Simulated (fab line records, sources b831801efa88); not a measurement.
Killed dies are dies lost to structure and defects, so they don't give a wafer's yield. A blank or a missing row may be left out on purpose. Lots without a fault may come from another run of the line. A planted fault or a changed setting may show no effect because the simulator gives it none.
Which tool did it? | flow gf180mcu | 24 lots, 72 wafers sampled, at 4 steps of a route of 602

WHAT THE GAUGES READ, wafer by wafer
GF_M2_CD_MEAS_14: target cd 280 nm.
lot  | measured     | on        | cd_nm (nm)
L074 | day 19 01:25 | cd_sem-01 | 280.0 278.9 280.2
L075 | day 19 07:36 | cd_sem-02 | 278.9 279.2 280.7
L076 | day 20 03:28 | cd_sem-02 | 281.1 280.7 280.7
L077 | day 20 10:53 | cd_sem-02 | 280.2 279.2 281.5
L078 | day 20 15:27 | cd_sem-02 | 279.3 280.6 280.6
L079 | day 21 01:49 | cd_sem-01 | 280.3 279.7 279.8
L080 | day 21 07:43 | cd_sem-02 | 280.9 281.0 282.3
L081 | day 21 22:02 | cd_sem-02 | 279.0 279.3 277.5
L082 | day 22 03:04 | cd_sem-02 | 279.6 278.2 278.9
L083 | day 22 15:25 | cd_sem-02 | 281.5 281.8 281.9
L084 | day 23 01:51 | cd_sem-02 | 279.2 278.3 279.3
L085 | day 23 10:45 | cd_sem-01 | 283.0 283.0 281.9
L086 | day 23 22:15 | cd_sem-02 | 280.1 281.6 281.5
L087 | day 24 05:29 | cd_sem-01 | 278.9 279.2 278.6
L088 | day 24 16:11 | cd_sem-02 | 279.7 281.6 280.5
L089 | day 24 17:59 | cd_sem-02 | 279.6 279.1 278.5
L090 | day 25 06:09 | cd_sem-02 | 279.2 279.1 279.5
L091 | day 25 15:26 | cd_sem-02 | 278.1 277.5 278.8
L092 | day 25 17:36 | cd_sem-02 | 282.4 282.9 283.5
L093 | day 25 20:03 | cd_sem-02 | 278.5 277.8 277.3
L094 | day 26 07:59 | cd_sem-02 | 278.6 279.5 279.5
L095 | day 26 09:51 | cd_sem-02 | 280.8 279.9 280.2
L096 | day 26 17:29 | cd_sem-02 | 279.1 280.6 280.3
L097 | day 27 03:22 | cd_sem-02 | 279.6 279.9 280.5

GF_V2_BOW_MEAS_05.
lot  | measured     | on            | V2_BOW (um)
L074 | day 19 02:49 | film_metro-01 | 96 92 96
L075 | day 19 08:59 | film_metro-02 | 85 80 92
L076 | day 20 04:58 | film_metro-02 | 100 98 99
L077 | day 20 12:21 | film_metro-04 | 107 111 112
L078 | day 20 16:52 | film_metro-04 | 108 102 100
L079 | day 21 03:17 | film_metro-04 | 116 114 93
L080 | day 21 09:08 | film_metro-04 | 117 99 120
L081 | day 21 23:41 | film_metro-01 | 101 103 115
L082 | day 22 04:35 | film_metro-02 | 109 104 114
L083 | day 22 16:48 | film_metro-02 | 108 105 112
L084 | day 23 03:14 | film_metro-04 | 122 111 116
L085 | day 23 12:08 | film_metro-04 | 109 115 98
L086 | day 23 23:38 | film_metro-01 | 111 105 104
L087 | day 24 06:53 | film_metro-04 | 88 88 91
L088 | day 24 17:37 | film_metro-04 | 106 98 112
L089 | day 24 19:32 | film_metro-02 | 110 104 111
L090 | day 25 07:32 | film_metro-02 | 97 106 107
L091 | day 25 16:49 | film_metro-01 | 100 91 107
L092 | day 25 18:59 | film_metro-01 | 92 94 96
L093 | day 25 21:26 | film_metro-02 | 96 97 91
L094 | day 26 09:22 | film_metro-02 | 112 102 103
L095 | day 26 11:34 | film_metro-04 | 97 104 101
L096 | day 26 18:53 | film_metro-01 | 91 96 79
L097 | day 27 04:53 | film_metro-02 | 85 98 90

WHICH TOOL RAN EACH LOT (tool, then ch and the chambers of the sampled wafers, then the start)
lot  | GF_HV_LDD_ETCHBACK_58              | GF_M2_SPUTTER_00
L074 | rie_diel-01 ch 1,3, day 12 11:11   | pvd_sputter-02, day 18 01:40
L075 | rie_diel-01 ch 0,1,2, day 12 15:53 | pvd_sputter-02, day 18 06:50
L076 | rie_diel-02 ch 1,2, day 13 06:56   | pvd_sputter-02, day 19 03:17
L077 | rie_diel-02 ch 1,2, day 13 15:05   | pvd_sputter-02, day 19 10:43
L078 | rie_diel-02 ch 0,1,3, day 13 18:40 | pvd_sputter-01, day 19 15:53
L079 | rie_diel-04 ch 1,2,3, day 14 01:51 | pvd_sputter-01, day 20 01:28
L080 | rie_diel-01 ch 0,1, day 14 09:08   | pvd_sputter-02, day 20 08:04
L081 | rie_diel-01 ch 0,1,2, day 14 21:17 | pvd_sputter-02, day 20 22:53
L082 | rie_diel-04 ch 0,2,3, day 15 01:21 | pvd_sputter-01, day 21 03:43
L083 | rie_diel-04 ch 0,1,3, day 15 13:55 | pvd_sputter-02, day 21 16:04
L084 | rie_diel-01 ch 1,2,3, day 16 00:02 | pvd_sputter-02, day 22 02:40
L085 | rie_diel-02 ch 0,1,2, day 16 08:10 | pvd_sputter-01, day 22 11:53
L086 | rie_diel-02 ch 0,2, day 16 19:31   | pvd_sputter-01, day 23 00:07
L087 | rie_diel-04 ch 1,2,3, day 17 04:44 | pvd_sputter-02, day 23 06:56
L088 | rie_diel-01 ch 0,1, day 17 15:01   | pvd_sputter-04, day 23 18:49
L089 | rie_diel-01 ch 0,3, day 17 17:28   | pvd_sputter-04, day 23 19:46
L090 | rie_diel-04 ch 0,1,2, day 18 04:43 | pvd_sputter-02, day 24 08:35
L091 | rie_diel-02 ch 0,1, day 18 13:24   | pvd_sputter-04, day 24 17:16
L092 | rie_diel-02 ch 0,1,3, day 18 17:19 | pvd_sputter-04, day 24 19:58
L093 | rie_diel-04 ch 0,3, day 18 22:40   | pvd_sputter-01, day 24 22:47
L094 | rie_diel-02 ch 0,1,3, day 19 08:03 | pvd_sputter-04, day 25 11:07
L095 | rie_diel-01 ch 1,2,3, day 19 12:00 | pvd_sputter-02, day 25 12:34
L096 | rie_diel-04 ch 1,2,3, day 19 19:28 | pvd_sputter-04, day 25 20:10
L097 | rie_diel-04 ch 0,1,3, day 20 09:46 | pvd_sputter-01, day 26 06:28
- GF_HV_LDD_ETCHBACK_58: etches Si3N4 in CH3F/O2, stops on SiO2, time 100 s, target depth 90 nm.
- GF_M2_SPUTTER_00: material Ti, target thk 37.5 nm, time 150 s.

WHAT THE TOOLS THEMSELVES READ (means of the sampled wafers that have a number; where no wafer has one, the mark that the record gives instead)
GF_HV_LDD_ETCHBACK_58.
lot  | tool        | drypump_motor_current_A (A) | oes_product_au (a.u.) | throttle_valve_pct (%)
L074 | rie_diel-01 | 5.2                         | 0.839                 | 10.556
L075 | rie_diel-01 | 5.7                         | 0.839                 | 10.557
L076 | rie_diel-02 | 5.5                         | 0.842                 | 10.569
L077 | rie_diel-02 | 5.5                         | 0.843                 | 10.569
L078 | rie_diel-02 | 6.1                         | 0.842                 | 10.558
L079 | rie_diel-04 | 5.5                         | 0.838                 | 10.560
L080 | rie_diel-01 | 5.6                         | 0.844                 | 10.563
L081 | rie_diel-01 | 5.7                         | 0.841                 | 10.561
L082 | rie_diel-04 | 5.5                         | 0.847                 | 10.565
L083 | rie_diel-04 | 5.8                         | 0.845                 | 10.557
L084 | rie_diel-01 | 5.6                         | 0.842                 | 10.563
L085 | rie_diel-02 | 5.8                         | 0.840                 | 10.556
L086 | rie_diel-02 | 5.8                         | 0.850                 | 10.563
L087 | rie_diel-04 | 5.5                         | 0.838                 | 10.555
L088 | rie_diel-01 | 5.3                         | 0.841                 | 10.566
L089 | rie_diel-01 | 5.7                         | 0.828                 | 10.557
L090 | rie_diel-04 | 5.6                         | 0.843                 | 10.567
L091 | rie_diel-02 | 5.8                         | 0.845                 | 10.557
L092 | rie_diel-02 | 6.1                         | 0.843                 | 10.564
L093 | rie_diel-04 | 5.8                         | 0.834                 | 10.570
L094 | rie_diel-02 | 6.1                         | 0.841                 | 10.548
L095 | rie_diel-01 | 5.6                         | 0.837                 | 10.564
L096 | rie_diel-04 | 5.5                         | 0.838                 | 10.556
L097 | rie_diel-04 | 5.9                         | 0.844                 | 10.571

GF_M2_SPUTTER_00.
lot  | tool           | throttle_valve_pct (%)
L074 | pvd_sputter-02 | 30.6
L075 | pvd_sputter-02 | 30.3
L076 | pvd_sputter-02 | 29.8
L077 | pvd_sputter-02 | 30.9
L078 | pvd_sputter-01 | 29.5
L079 | pvd_sputter-01 | 28.6
L080 | pvd_sputter-02 | 30.6
L081 | pvd_sputter-02 | 30.6
L082 | pvd_sputter-01 | 28.8
L083 | pvd_sputter-02 | 30.0
L084 | pvd_sputter-02 | 30.4
L085 | pvd_sputter-01 | 28.5
L086 | pvd_sputter-01 | 29.7
L087 | pvd_sputter-02 | 30.8
L088 | pvd_sputter-04 | 29.6
L089 | pvd_sputter-04 | 29.9
L090 | pvd_sputter-02 | 30.4
L091 | pvd_sputter-04 | 30.6
L092 | pvd_sputter-04 | 30.3
L093 | pvd_sputter-01 | 28.4
L094 | pvd_sputter-04 | 29.9
L095 | pvd_sputter-02 | 31.3
L096 | pvd_sputter-04 | 29.7
L097 | pvd_sputter-01 | 29.6

THE ANSWER, worked out from the rows above alone
Rule: what is usual is taken from the lots themselves. Put in order of their means at a reading, lots are off if they are a third of the lots or fewer, leave a main group of 4 or more, and stand apart from it by a gap of 3 or more times the standard deviation of the main group's means; of several such gaps the widest counts. A main group whose means are all the same, to the digits that the tables above print for the reading, isn't used. A lot without any number at a reading at which 4 lots or more have one is off too. The other lots that the step has rows for count as sound. The gauges are gone through in route order, then the tools' own readings, and for those a lot's mean is taken as printed above. The first step at which some lot is off is used, and at that step the reading that is off furthest; a lot without a number counts as furthest.
No lot is off at any reading shown: from this, nothing can be told.

WHAT THE SIMULATOR HAD PUT IN
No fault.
